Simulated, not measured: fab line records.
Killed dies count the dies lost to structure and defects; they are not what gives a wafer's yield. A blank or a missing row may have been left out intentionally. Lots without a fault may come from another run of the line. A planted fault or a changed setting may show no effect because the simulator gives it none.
One fault through the eyes of 2 desks	flow sky130	what lay behind the numbers comes last; until then each desk has only its own

THE METROLOGY DESK
What the gauges read, lot by lot, whatever tool the lot ran on: means of the sampled wafers that have a number. Any lot whose mean is over 4 standard deviations away from the usual mean is out of limits and marked OUT; that distance is given in the brackets.
Columns: A = LDD_HVP_TW at SKY_LDD_HVP_TW_MEAS_10, usual 461; B = LDD_LDN_OVL at SKY_LDD_LDN_OVL_MEAS_07, usual 0.4 nm
lot	first seen here	A	B
L833	day 22 02:14	465	-2.7
L841	day 25 14:23	449	1.5
L848	day 27 17:21	464	1.0
L849	day 27 22:02	464	0.5
L850	day 28 08:41	464	-0.8
L854	day 29 12:27	463	2.0
L855	day 29 13:32	461	1.1
This desk found nothing out of limits on any of the 7 lots.

TOOL OWNER'S DESK, implanter-01
For each lot that ran on this tool, the mean over its sampled wafers that have a number, from the tool's own readings at SKY_LDD_LDN_IMPLANT_10. Any lot whose mean is over 4 standard deviations away from the usual mean is out of limits and marked OUT; that distance is given in the brackets.
Columns: A = dose_ions_cm2 at SKY_LDD_LDN_IMPLANT_10, usual 1.2502e+13; B = faraday_current_uA at SKY_LDD_LDN_IMPLANT_10, usual 70.6
lot	first seen here	A	B
L841	day 26 20:35	1.2502e+13	71.7
L848	day 28 22:22	8.3773e+12 (-99 or more) OUT	47.8 (-16) OUT
L849	day 29 02:53	8.3693e+12 (-99 or more) OUT	47.2 (-17) OUT
L850	day 29 13:01	8.3657e+12 (-99 or more) OUT	47.2 (-17) OUT
Finding of this desk: L848, L849, L850 out of limits; the first was L848 at day 28 22:22, on dose_ions_cm2 at SKY_LDD_LDN_IMPLANT_10. In limits: L841.

ALL TOGETHER
The tool owner's desk could have raised an alarm at day 28 22:22, on L848, L849, L850.
Metrology desk: nothing out of limits seen.
The metrology desk has L848, L849, L850 on record, within its limits.
Of the lots named, all ran SKY_LDD_LDN_IMPLANT_10 on implanter-01.

WHAT THE SIMULATOR HAD INSERTED
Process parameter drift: implanter-01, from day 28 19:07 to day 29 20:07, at SKY_LDD_LDN_IMPLANT_10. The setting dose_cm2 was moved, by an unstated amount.
Shown lots that were struck: L848, L849, L850.
Time in hours from fault onset to the first out-of-limits reading at each desk: the tool owner's desk, 3.
